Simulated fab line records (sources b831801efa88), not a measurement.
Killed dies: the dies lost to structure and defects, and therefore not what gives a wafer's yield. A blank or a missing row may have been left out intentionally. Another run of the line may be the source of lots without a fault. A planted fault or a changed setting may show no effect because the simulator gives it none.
2 desks looking at one fault || flow sky130 || each desk has only its own numbers; what lay behind them comes last

METROLOGY DESK
Lot by lot, what the gauges showed, no matter which tool ran the lot: averages of those sampled wafers that carry a number. Any lot whose mean is over 4 standard deviations away from the usual mean is out of limits and marked OUT; that distance is given in the brackets.
Columns: A = VT_ADJUST_LVTN_TW at SKY_VT_ADJUST_LVTN_TW_MEAS_10, usual 242.1; B = SONOS_ONO_OXIDATION_THK at SKY_SONOS_ONO_THK_MEAS_01, usual 2.59 nm; C = SONOS_ONO_CVD_04_THK at SKY_SONOS_ONO_THK_MEAS_05, usual 5.69 nm
{"lot": "L172", "first seen here": "day 6 20:43", "A": 242.2, "B": 2.62, "C": 5.58}
{"lot": "L173", "first seen here": "day 6 22:54", "A": 241.7, "B": 2.64, "C": 5.63}
{"lot": "L176", "first seen here": "day 7 19:00", "A": 240.6, "B": 2.51, "C": 5.70}
{"lot": "L180", "first seen here": "day 9 15:42", "A": 244.8, "B": "3.20 (+9.5) OUT", "C": 5.76}
{"lot": "L182", "first seen here": "day 9 18:28", "A": 245.6, "B": "3.13 (+8.4) OUT", "C": 5.81}
{"lot": "L181", "first seen here": "day 9 19:00", "A": 241.9, "B": "3.16 (+8.9) OUT", "C": 5.87}
{"lot": "L189", "first seen here": "day 11 12:21", "A": 242.6, "B": 2.65, "C": 5.76}
{"lot": "L190", "first seen here": "day 11 22:04", "A": 243.2, "B": 2.54, "C": 5.69}
{"lot": "L191", "first seen here": "day 12 05:24", "A": 243.7, "B": 2.61, "C": 5.69}
{"lot": "L194", "first seen here": "day 12 21:00", "A": 244.9, "B": 2.58, "C": 5.61}
{"lot": "L195", "first seen here": "day 13 04:49", "A": 237.6, "B": 2.58, "C": 5.61}
This desk's result: L180, L181, L182 out of limits, first on L180 (SONOS_ONO_OXIDATION_THK at SKY_SONOS_ONO_THK_MEAS_01), day 14 18:27. L172, L173, L176, L189, L190, L191, L194, L195 stayed within limits.

FOR THE TOOL OWNER'S DESK: furnace-01
The tool's own readings at SKY_SONOS_ONO_OXIDATION_00 (stabilise 600 s, purge 300 s, target thk 2.6 nm): means of the sampled wafers that have a number, for each lot that ran on this tool. Any lot whose mean is over 4 standard deviations away from the usual mean is out of limits and marked OUT; that distance is given in the brackets. Readings shown: 7 out of 8 (the first out of limits, and those lying furthest out on some lot).
Columns: A = spike_tc_bottom_C at SKY_SONOS_ONO_OXIDATION_00, usual 823.3 C; B = spike_tc_centre_C at SKY_SONOS_ONO_OXIDATION_00, usual 801.2 C; C = spike_tc_lower_C at SKY_SONOS_ONO_OXIDATION_00, usual 799.9 C; D = spike_tc_top_C at SKY_SONOS_ONO_OXIDATION_00, usual 815.0 C; E = spike_tc_upper_C at SKY_SONOS_ONO_OXIDATION_00, usual 800.5 C; F = tube_center_temp_C at SKY_SONOS_ONO_OXIDATION_00, usual 800.01 C; G = tube_center_temp_C_max at SKY_SONOS_ONO_OXIDATION_00, usual 802.0
{"lot": "L172", "first seen here": "day 11 08:26", "A": 823.7, "B": 799.9, "C": 800.2, "D": 815.7, "E": 798.8, "F": 799.98, "G": 802.2}
{"lot": "L176", "first seen here": "day 12 10:24", "A": 823.9, "B": 799.8, "C": 799.4, "D": 814.6, "E": 798.8, "F": 800.06, "G": 801.7}
{"lot": "L180", "first seen here": "day 14 17:06", "A": "840.7 (+15) OUT", "B": "815.9 (+9.2) OUT", "C": "816.8 (+13) OUT", "D": "831.4 (+13) OUT", "E": "813.9 (+6.4) OUT", "F": "815.84 (+99 or more) OUT", "G": "817.9 (+53) OUT"}
{"lot": "L181", "first seen here": "day 14 22:05", "A": "840.3 (+14) OUT", "B": "816.3 (+9.4) OUT", "C": "816.2 (+13) OUT", "D": "832.1 (+13) OUT", "E": "814.9 (+6.9) OUT", "F": "815.86 (+99 or more) OUT", "G": "818.1 (+54) OUT"}
{"lot": "L182", "first seen here": "day 14 22:05", "A": "840.5 (+14) OUT", "B": "816.0 (+9.3) OUT", "C": "816.6 (+13) OUT", "D": "832.0 (+13) OUT", "E": "814.5 (+6.7) OUT", "F": "815.89 (+99 or more) OUT", "G": "818.1 (+54) OUT"}
{"lot": "L190", "first seen here": "day 17 15:00", "A": 825.3, "B": 799.5, "C": 800.3, "D": 815.8, "E": 798.3, "F": 800.09, "G": 802.2}
{"lot": "L195", "first seen here": "day 19 00:37", "A": 824.1, "B": 799.1, "C": 800.3, "D": 815.7, "E": 798.5, "F": 800.03, "G": 801.8}
This desk's finding: out of limits on L180, L181, L182; first on L180, day 14 17:06 (spike_tc_bottom_C at SKY_SONOS_ONO_OXIDATION_00). L172, L176, L190, L195 stayed within limits.

PUT TOGETHER
On L180, L181, L182, at day 14 17:06, an alarm was possible from the tool owner's desk.
On L180, L181, L182, the metrology desk was in a position to raise an alarm at day 14 18:27.
SKY_SONOS_ONO_OXIDATION_00 was run on furnace-01 by each of the lots named.

WHAT HAD BEEN PUT IN BY THE SIMULATOR
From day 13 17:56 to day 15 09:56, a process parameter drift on furnace-01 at SKY_SONOS_ONO_OXIDATION_00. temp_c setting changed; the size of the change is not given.
Lots struck among those shown: L180, L181, L182.
Fault start to first reading out of limits, in hours, per desk: tool owner, 23; metrology, 25.
